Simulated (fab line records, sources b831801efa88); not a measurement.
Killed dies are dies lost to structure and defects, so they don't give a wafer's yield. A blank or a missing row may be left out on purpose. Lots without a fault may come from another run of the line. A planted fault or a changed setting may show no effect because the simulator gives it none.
fab line records | flow sky130 | part 1 of 2: steps 1 to 29 of 43
record lots=5 wafers=15 last_day=50
route steps=708 shown LDD_LDN@301 SPACER@304 POLY_CUT@307 SD_P@320 RES_XHIGH@332 SD_N@342
lots that met no fault: from a run of the same line without faults
start_h: hours from the record's first day to the start of the lot's first wafer shown | wait_h: hours since the lot's step before | " the same as in the row above | L1.1+2: a row that stands for several wafers | - no value, or no start given | * or withheld: withheld | < > ~ a bound
route shown NAME@n: a module of which the file shows steps, and the number in the route of the first | usual: mean/standard deviation of fault-free wafers | same: alike in all rows | chamber/n: place in a boat | sites: the reading at each site | _std_site: their standard deviation | _edge_site: outer sites' mean less inner sites' | radius_mm: how far each site lies from the wafer's centre | mask NAME#n: copy n | behind: the tool/chamber that last shaped the wafer | hold: why the lot was held/for how many hours/how that ended | device: the transistor (n, p or np) that didn't switch | end of line: the same wafers' tests at the end of the route | a step without rows: its recipe alone | killed: dies lost to structure and defects at the first sort, not the wafer's yield | map: a wafer's dies, x killed, . not, _ none there
set.NAME: the setting as run; set.NAME@STEP: as run at that earlier step | model.NAME: the simulator's own value behind a step, which no gauge read
lots at some steps of the route; a table a step, a row a wafer
services: from which hour (start_h, from the record's first day; less than 0 if before it) a tool's chamber was out of use, for how many hours, and why
## steps
# step SKY_LDD_LDN_STRIP_12
# recipe chemistry=O2/N2 power_w=1400 pressure_mtorr=1500 platen_temp_c=withheld o2_flow_sccm=3000 n2_flow_sccm=300 overash_fraction=0.5
# usual drypump_motor_current_A=5.8/0.48 oes_product_au=0.715/0.005 strip_time_to_endpoint_s=14.18/0.036
# columns lot.wafer tool chamber start_h wait_h drypump_motor_current_A oes_product_au rf_hours_counter_h strip_time_to_endpoint_s
L075.1 plasma_asher-02 1 528.04 0.1 5.1 0.715 9 14.23
L075.4 " 1 " " 5.1 0.714 - 14.21
L075.5 " 0 " " 5.8 0.721 - 14.19
L087.1 plasma_asher-03 0 634.04 0.1 6.2 0.721 99 14.19
L087.2 " 1 " " 6.2 0.726 99 14.23
L087.5 " 1 " " 6.2 0.713 - 14.20
L089.1 plasma_asher-03 1 655.90 0.1 6.2 0.718 101 14.18
L089.3 " 0 " " 6.2 0.723 - 14.22
L089.4 " 1 " " 6.2 0.718 - 14.17
L090.3 plasma_asher-01 1 658.23 0.1 4.9 0.714 - 14.23
L090.4 " 0 " " 5.8 0.717 - 14.20
L090.5 " 1 " " 4.9 0.717 - 14.18
L095.1 plasma_asher-03 0 699.75 0.1 6.2 0.717 104 14.16
L095.2 " 1 " " 6.2 0.713 104 14.12
L095.4 " 0 " " 6.2 0.713 - 14.12
# step SKY_LDD_LDN_TW_MEAS_13
# usual LDD_LDN_TW=1482/9.4
# columns lot.wafer tool chamber start_h wait_h LDD_LDN_TW
L075.1 film_metro-03 - 528.14 0.1 1486
L075.4 " - " " 1488
L075.5 " - " " 1487
L087.1 film_metro-01 - 634.14 0.1 1476
L087.2 " - " " 1495
L087.5 " - " " 1483
L089.1 film_metro-02 - 656.00 0.1 1471
L089.3 " - " " 1482
L089.4 " - " " 1484
L090.3 film_metro-03 - 658.32 0.1 1476
L090.4 " - " " 1483
L090.5 " - " " 1478
L095.1 film_metro-01 - 699.85 0.1 1484
L095.2 " - " " 1491
L095.4 " - " " 1484
# step SKY_LDD_LDN_CLEAN_14
# recipe chemistry=SC1/SC2 mix=1:4:20 temp_c=70 time_s=150 dry=n2_spin
# usual temp_c=70.00/0.14
# columns lot.wafer tool chamber start_h wait_h temp_c
L075.1 wet_bench-04 0 528.20 0.1 70.31
L075.4 " 0 " " 70.23
L075.5 " 0 " " 69.95
L087.1 wet_bench-02 1 634.20 0.1 70.06
L087.2 " 1 " " 70.27
L087.5 " 1 " " 70.16
L089.1 wet_bench-04 3 656.06 0.1 70.04
L089.3 " 3 " " 70.02
L089.4 " 3 " " 69.93
L090.3 wet_bench-04 2 658.36 0.0 70.10
L090.4 " 2 " " 70.12
L090.5 " 2 " " 70.07
L095.1 wet_bench-02 0 699.91 0.1 70.04
L095.2 " 0 " " 70.12
L095.4 " 0 " " 70.12
# step SKY_SPACER_CVD_00
# recipe material=Si3N4 precursor=DCS/NH3 target_thk_nm=43.1 temp_c=770 time_s=740 pressure_mtorr=250
# usual spike_tc_bottom_C=790.8/1.1 zone_power_bottom_pct=18.4/0.69
# columns lot.wafer tool chamber start_h wait_h spike_tc_bottom_C zone_power_bottom_pct
L075.1 lpcvd-02 0 528.26 0.0 791.5 17.5
L075.4 " 0 " " 792.8 17.5
L075.5 " 0 " " 791.9 17.6
L087.1 lpcvd-02 1 635.05 0.8 789.9 18.8
L087.2 " 1 " " 791.8 19.0
L087.5 " 1 " " 789.5 19.1
L089.1 lpcvd-02 1 657.29 1.2 790.2 19.1
L089.3 " 1 " " 789.8 19.1
L089.4 " 1 " " 792.6 19.0
L090.3 lpcvd-02 1 659.54 1.1 792.1 18.8
L090.4 " 1 " " 790.6 18.9
L090.5 " 1 " " 789.9 18.8
L095.1 lpcvd-02 1 700.01 0.0 790.8 19.1
L095.2 " 1 " " 790.1 19.0
L095.4 " 1 " " 789.3 18.8
# step SKY_SPACER_THK_MEAS_01
# recipe reads=Si3N4_of_SPACER_CVD_00
# usual SPACER_CVD_00_THK=43.3/0.35
# columns lot.wafer tool chamber start_h wait_h SPACER_CVD_00_THK[nm]
L075.1 film_metro-01 - 529.46 0.0 42.7
L075.4 " - " " 42.9
L075.5 " - " " 42.9
L087.1 film_metro-03 - 636.86 0.0 43.5
L087.2 " - " " 43.3
L087.5 " - " " 43.4
L089.1 film_metro-03 - 658.49 0.0 43.0
L089.3 " - " " 43.4
L089.4 " - " " 43.2
L090.3 film_metro-04 - 660.77 0.0 43.4
L090.4 " - " " 43.0
L090.5 " - " " 43.4
L095.1 film_metro-04 - 701.21 0.0 43.0
L095.2 " - " " 43.2
L095.4 " - " " 43.2
# step SKY_SPACER_ETCHBACK_02
# recipe chemistry=CH3F/O2 target=Si3N4 stop_on=SiO2 source_w=400 bias_w=80 pressure_mtorr=25 ch3f_flow_sccm=40 O2_flow_sccm=30 time_s=46.7 target_depth_a=450
# usual drypump_motor_current_A=5.7/0.35 oes_product_au=0.857/0.006 throttle_valve_pct=10.563/0.009
# columns lot.wafer tool chamber start_h wait_h drypump_motor_current_A oes_product_au rf_hours_counter_h throttle_valve_pct
L075.1 rie_diel-01 0 529.52 0.1 5.8 0.853 26 10.560
L075.4 " 3 " " 6.1 0.858 1 10.540
L075.5 " 0 " " 5.8 0.849 - 10.567
L087.1 rie_diel-04 1 636.92 0.1 5.0 0.855 0 10.557
L087.2 " 2 " " 6.0 0.858 2 10.562
L087.5 " 2 " " 6.0 0.865 - 10.570
L089.1 rie_diel-04 0 658.55 0.1 5.5 0.854 13 10.555
L089.3 " 3 " " 6.0 0.852 0 10.567
L089.4 " 1 " " 5.0 0.858 1 10.571
L090.3 rie_diel-03 1 660.81 0.0 6.0 0.853 9 10.579
L090.4 " 2 " " 5.6 0.856 1 10.558
L090.5 " 1 " " 6.0 0.856 - 10.556
L095.1 rie_diel-04 3 701.27 0.1 6.0 0.853 1 10.573
L095.2 " 0 " " 5.5 0.855 14 10.561
L095.4 " 1 " " 5.0 0.857 1 10.564
# step SKY_POLY_CUT_DEHYDRATE_00
# recipe temp_c=200 time_s=60
# columns lot.wafer tool chamber start_h wait_h
L075.1+4+5 litho_track-01 0 543.66 14.1
L087.1+2+5 litho_track-02 0 650.16 13.2
L089.1+3+4 litho_track-01 0 671.46 12.9
L090.3+4+5 litho_track-04 0 674.07 13.2
L095.1+2+4 litho_track-02 0 714.96 13.7
# step SKY_POLY_CUT_HMDS_01
# recipe prime_time_s=60 prime_temp_c=120
# columns lot.wafer tool chamber start_h wait_h
L075.1+4+5 litho_track-01 0 543.81 0.1
L087.1+2+5 litho_track-02 0 650.31 0.1
L089.1+3+4 litho_track-01 0 671.61 0.1
L090.3+4+5 litho_track-04 0 674.22 0.1
L095.1+2+4 litho_track-02 0 715.11 0.1
# step SKY_POLY_CUT_COAT_02
# recipe resist=BARC temp_c=withheld time_s=withheld spin_rpm=3000 resist_thk_nm=60
# columns lot.wafer tool chamber start_h wait_h
L075.1+4+5 litho_track-01 0 543.96 0.1
L087.1+2+5 litho_track-02 0 650.46 0.1
L089.1+3+4 litho_track-01 0 671.76 0.1
L090.3+4+5 litho_track-04 0 674.37 0.1
L095.1+2+4 litho_track-02 0 715.26 0.1
# step SKY_POLY_CUT_COAT_03
# recipe resist=KrF-thick spin_rpm=3000 resist_thk_nm=450
# columns lot.wafer tool chamber start_h wait_h
L075.1+4+5 litho_track-01 0 - -
L087.1+2+5 litho_track-02 0 - -
L089.1+3+4 litho_track-01 0 - -
L090.3+4+5 litho_track-04 0 - -
L095.1+2+4 litho_track-02 0 - -
# step SKY_POLY_CUT_SOFTBAKE_04
# recipe temp_c=100 time_s=90 resist=KrF-thick
# columns lot.wafer tool chamber start_h wait_h
L075.1+4+5 litho_track-01 0 - -
L087.1+2+5 litho_track-02 0 - -
L089.1+3+4 litho_track-01 0 - -
L090.3+4+5 litho_track-04 0 - -
L095.1+2+4 litho_track-02 0 - -
# step SKY_POLY_CUT_EXPOSE_05
# recipe mask_id=NPCM na=0.8 source_shape=annular sigma_inner=0.55 sigma_outer=0.85 target_cd_nm=270 dose_mj=32
# columns lot.wafer tool chamber start_h wait_h mask
L075.1+4+5 krf_scanner-01 0 - - NPCM#0
L087.1+2+5 krf_scanner-02 0 - - NPCM#0
L089.1+3+4 krf_scanner-02 0 - - NPCM#0
L090.3+4+5 krf_scanner-01 0 - - NPCM#0
L095.1+2+4 krf_scanner-02 0 - - NPCM#0
# step SKY_POLY_CUT_PEB_06
# recipe peb_temp_c=withheld peb_time_s=withheld resist=KrF-thick
# columns lot.wafer tool chamber start_h wait_h
L075.1+4+5 litho_track-02 0 - -
L087.1+2+5 litho_track-02 0 - -
L089.1+3+4 litho_track-02 0 - -
L090.3+4+5 litho_track-01 0 - -
L095.1+2+4 litho_track-04 0 - -
# step SKY_POLY_CUT_DEVELOP_07
# recipe develop_time_s=60 resist=KrF-thick dev_temp_c=21
# columns lot.wafer tool chamber start_h wait_h
L075.1+4+5 litho_track-02 0 - -
L087.1+2+5 litho_track-02 0 - -
L089.1+3+4 litho_track-02 0 - -
L090.3+4+5 litho_track-01 0 - -
L095.1+2+4 litho_track-04 0 - -
# step SKY_POLY_CUT_CD_MEAS_08
# recipe target_cd_nm=270
# usual cd_nm=269.7/1.5
# columns lot.wafer tool chamber start_h wait_h cd_nm
L075.1 cd_sem-02 - 558.91 - 270.4
L075.4 " - " " 269.9
L075.5 " - " " 270.5
L087.1 cd_sem-01 - 665.11 - 270.5
L087.2 " - " " 271.0
L087.5 " - " " 271.2
L089.1 cd_sem-01 - 686.66 - 269.8
L089.3 " - " " 270.0
L089.4 " - " " 269.2
L090.3 cd_sem-02 - 689.50 - 269.0
L090.4 " - " " 270.5
L090.5 " - " " 268.7
L095.1 cd_sem-01 - 729.42 - 269.4
L095.2 " - " " 268.2
L095.4 " - " " 268.1
# step SKY_POLY_CUT_OVL_MEAS_09
# usual POLY_CUT_OVL=2/4.8
# columns lot.wafer tool chamber start_h wait_h POLY_CUT_OVL[nm]
L075.1 overlay-02 - 559.03 0.1 -7
L075.4 " - " " -3
L075.5 " - " " -1
L087.1 overlay-02 - 665.23 0.1 9
L087.2 " - " " 13
L087.5 " - " " 6
L089.1 overlay-02 - 686.78 0.1 1
L089.3 " - " " 2
L089.4 " - " " 3
L090.3 overlay-01 - 689.60 0.1 -3
L090.4 " - " " -7
L090.5 " - " " -2
L095.1 overlay-01 - 729.54 0.1 4
L095.2 " - " " 9
L095.4 " - " " 2
# step SKY_POLY_CUT_ETCH_10
# recipe chemistry=N2/H2 target=BARC ion_energy_ev=200 source_w=500 bias_w=100 pressure_mtorr=30 n2_flow_sccm=100 h2_flow_sccm=200 stop_on=SiO2 time_s=45.9 target_depth_a=600
# usual drypump_motor_current_A=5.6/0.39 oes_product_au=0.856/0.005 throttle_valve_pct=13.225/0.0094
# columns lot.wafer tool chamber start_h wait_h drypump_motor_current_A oes_product_au rf_hours_counter_h throttle_valve_pct
L075.1 rie_diel-01 1 559.06 0.0 5.6 0.862 2 13.227
L075.4 " 2 " " 5.3 0.858 80 13.219
L075.5 " 3 " " 6.0 0.857 - 13.217
L087.1 rie_diel-04 2 665.26 0.0 6.0 0.859 2 13.232
L087.2 " 0 " " 5.5 0.863 13 13.232
L087.5 " 0 " " 5.5 0.848 - 13.224
L089.1 rie_diel-04 1 686.81 0.0 5.0 0.845 1 13.199
L089.3 " 3 " " 6.0 0.850 1 13.216
L089.4 " 2 " " 6.0 0.854 2 13.215
L090.3 rie_diel-01 3 689.62 0.0 6.1 0.864 4 13.233
L090.4 " 1 " " 5.6 0.847 4 13.212
L090.5 " 0 " " 5.8 0.853 - 13.239
L095.1 rie_diel-01 0 729.58 0.0 5.8 0.853 31 13.227
L095.2 " 2 " " 5.4 0.853 4 13.212
L095.4 " 1 " " 5.6 0.851 6 13.222
# step SKY_POLY_CUT_ETCH_11
# recipe target=Si3N4 chemistry=CF4/CH2F2/Ar stop_on=poly-Si source_w=600 bias_w=150 pressure_mtorr=40 cf4_flow_sccm=40 ch2f2_flow_sccm=20 Ar_flow_sccm=150 time_s=42.5 target_depth_a=600
# usual drypump_motor_current_A=5.6/0.39 oes_product_au=0.833/0.0061 throttle_valve_pct=14.995/0.0078
# columns lot.wafer tool chamber start_h wait_h drypump_motor_current_A oes_product_au rf_hours_counter_h throttle_valve_pct
L075.1 rie_diel-01 1 559.11 0.0 5.6 0.851 2 14.988
L075.4 " 2 " " 5.4 0.841 80 14.987
L075.5 " 3 " " 6.1 0.841 - 14.996
L087.1 rie_diel-04 2 665.31 0.0 6.0 0.829 2 15.007
L087.2 " 0 " " 5.5 0.832 13 15.001
L087.5 " 0 " " 5.5 0.838 - 14.988
L089.1 rie_diel-04 1 686.86 0.0 5.0 0.822 1 14.985
L089.3 " 3 " " 6.0 0.821 1 14.996
L089.4 " 2 " " 6.0 0.831 2 14.985
L090.3 rie_diel-01 3 689.66 0.0 6.1 0.828 4 14.997
L090.4 " 1 " " 5.6 0.832 4 14.996
L090.5 " 0 " " 5.8 0.832 - 14.990
L095.1 rie_diel-01 0 729.62 0.0 5.8 0.833 31 14.993
L095.2 " 2 " " 5.3 0.834 4 14.985
L095.4 " 1 " " 5.6 0.833 6 14.989
# step SKY_POLY_CUT_STRIP_12
# recipe chemistry=O2/N2 power_w=1400 pressure_mtorr=1500 platen_temp_c=withheld o2_flow_sccm=3000 n2_flow_sccm=300 overash_fraction=0.5
# usual drypump_motor_current_A=5.7/0.49 oes_product_au=0.454/0.0045 strip_time_to_endpoint_s=5.370/0.017
# columns lot.wafer tool chamber start_h wait_h drypump_motor_current_A oes_product_au rf_hours_counter_h strip_time_to_endpoint_s
L075.1 plasma_asher-04 0 559.15 0.0 5.8 0.454 70 5.367
L075.4 " 1 " " 6.4 0.455 - 5.357
L075.5 " 1 " " 6.3 0.450 - 5.365
L087.1 plasma_asher-04 0 665.35 0.0 5.7 0.452 80 5.375
L087.2 " 1 " " 6.4 0.453 80 5.389
L087.5 " 0 " " 5.8 0.453 - 5.391
L089.1 plasma_asher-04 1 686.90 0.0 6.4 0.461 83 5.387
L089.3 " 0 " " 5.7 0.454 - 5.389
L089.4 " 1 " " 6.4 0.457 - 5.392
L090.3 plasma_asher-02 0 689.74 0.1 5.8 0.453 - 5.367
L090.4 " 1 " " 5.1 0.454 - 5.353
L090.5 " 1 " " 5.1 0.453 - 5.363
L095.1 plasma_asher-02 1 729.66 0.0 5.1 0.451 28 5.380
L095.2 " 0 " " 5.8 0.458 28 5.361
L095.4 " 1 " " 5.1 0.451 - 5.353
# step SKY_SD_P_DEHYDRATE_00
# recipe temp_c=200 time_s=60
# columns lot.wafer tool chamber start_h wait_h
L075.1+4+5 litho_track-02 0 573.21 14.0
L087.1+2+5 litho_track-02 0 678.61 13.2
L089.1+3+4 litho_track-04 0 700.32 13.4
L090.3+4+5 litho_track-02 0 703.76 14.0
L095.1+2+4 litho_track-02 0 743.06 13.4
# step SKY_SD_P_HMDS_01
# recipe prime_time_s=60 prime_temp_c=120
# columns lot.wafer tool chamber start_h wait_h
L075.1+4+5 litho_track-02 0 573.36 0.1
L087.1+2+5 litho_track-02 0 678.76 0.1
L089.1+3+4 litho_track-04 0 700.47 0.1
L090.3+4+5 litho_track-02 0 703.91 0.1
L095.1+2+4 litho_track-02 0 743.21 0.1
# step SKY_SD_P_COAT_02
# recipe resist=NOVOLAK spin_rpm=3000 resist_thk_nm=1140
# columns lot.wafer tool chamber start_h wait_h
L075.1+4+5 litho_track-02 0 573.51 0.1
L087.1+2+5 litho_track-02 0 678.91 0.1
L089.1+3+4 litho_track-04 0 700.62 0.1
L090.3+4+5 litho_track-02 0 704.06 0.1
L095.1+2+4 litho_track-02 0 743.36 0.1
# step SKY_SD_P_SOFTBAKE_03
# recipe temp_c=90 time_s=60 resist=NOVOLAK
# columns lot.wafer tool chamber start_h wait_h
L075.1+4+5 litho_track-02 0 573.66 0.1
L087.1+2+5 litho_track-02 0 679.06 0.1
L089.1+3+4 litho_track-04 0 700.77 0.1
L090.3+4+5 litho_track-02 0 704.21 0.1
L095.1+2+4 litho_track-02 0 743.51 0.1
# step SKY_SD_P_EXPOSE_04
# recipe mask_id=PSDM na=0.6 source_shape=conventional sigma_outer=0.6 polarization=unpolarized target_cd_nm=380 dose_mj=138
# columns lot.wafer tool chamber start_h wait_h mask
L075.1+4+5 iline_stepper-02 0 - - PSDM#0
L087.1+2+5 iline_stepper-02 0 - - PSDM#0
L089.1+3+4 iline_stepper-02 0 - - PSDM#0
L090.3+4+5 iline_stepper-01 0 - - PSDM#0
L095.1+2+4 iline_stepper-01 0 - - PSDM#0
# step SKY_SD_P_PEB_05
# recipe temp_c=withheld time_s=* resist=NOVOLAK
# columns lot.wafer tool chamber start_h wait_h
L075.1+4+5 litho_track-04 0 - -
L087.1+2+5 litho_track-03 0 - -
L089.1+3+4 litho_track-02 0 - -
L090.3+4+5 litho_track-02 0 - -
L095.1+2+4 litho_track-02 0 - -
# step SKY_SD_P_DEVELOP_06
# recipe resist=NOVOLAK developer=TMAH develop_time_s=57.7 dev_temp_c=23
# columns lot.wafer tool chamber start_h wait_h
L075.1+4+5 litho_track-04 0 587.87 0.1
L087.1+2+5 litho_track-03 0 692.71 0.1
L089.1+3+4 litho_track-02 0 714.81 0.1
L090.3+4+5 litho_track-02 0 718.51 0.1
L095.1+2+4 litho_track-02 0 757.51 0.1
# step SKY_SD_P_CD_MEAS_07
# recipe target_cd_nm=380
# usual cd_nm=379.2/2.4
# columns lot.wafer tool chamber start_h wait_h cd_nm
L075.1 cd_sem-01 - 588.02 0.1 380.6
L075.4 " - " " 381.4
L075.5 " - " " 380.0
L087.1 cd_sem-02 - 692.86 0.1 376.8
L087.2 " - " " 376.2
L087.5 " - " " 377.1
L089.1 cd_sem-01 - 714.96 0.1 376.3
L089.3 " - " " 377.5
L089.4 " - " " 375.8
L090.3 cd_sem-01 - 718.65 0.1 378.6
L090.4 " - " " 380.1
L090.5 " - " " 379.9
L095.1 cd_sem-02 - 757.66 0.1 376.9
L095.2 " - " " 378.0
L095.4 " - " " 378.6
# step SKY_SD_P_OVL_MEAS_08
# usual SD_P_OVL=0.6/1.5
# columns lot.wafer tool chamber start_h wait_h SD_P_OVL[nm]
L075.1 overlay-02 - 588.14 0.1 1.2
L075.4 " - " " 1.4
L075.5 " - " " 0.4
L087.1 overlay-01 - 692.98 0.1 1.9
L087.2 " - " " 1.4
L087.5 " - " " -0.1
L089.1 overlay-02 - 715.08 0.1 -2.4
L089.3 " - " " 0.7
L089.4 " - " " 0.9
L090.3 overlay-01 - 718.74 0.1 -1.2
L090.4 " - " " -1.3
L090.5 " - " " -0.5
L095.1 overlay-02 - 757.78 0.1 0.9
L095.2 " - " " -1.4
L095.4 " - " " -0.3
# step SKY_SD_P_IMPLANT_09
# recipe species=BF2 energy_kev=20 dose_cm2=3e+15 tilt_deg=0
# usual beam_energy_keV=19.998/0.006
# columns lot.wafer tool chamber start_h wait_h beam_energy_keV
L075.1 implanter-02 0 588.18 0.0 20.001
L075.4 " 0 " " 20.006
L075.5 " 0 " " 20.012
L087.1 implanter-04 0 693.02 0.0 20.003
L087.2 " 0 " " 19.999
L087.5 " 0 " " 19.996
L089.1 implanter-01 0 715.11 0.0 19.998
L089.3 " 0 " " 20.006
L089.4 " 0 " " 19.998
L090.3 implanter-02 0 718.81 0.1 19.997
L090.4 " 0 " " 20.008
L090.5 " 0 " " 19.998
L095.1 implanter-01 0 757.81 0.0 19.991
L095.2 " 0 " " 19.999
L095.4 " 0 " " 19.999
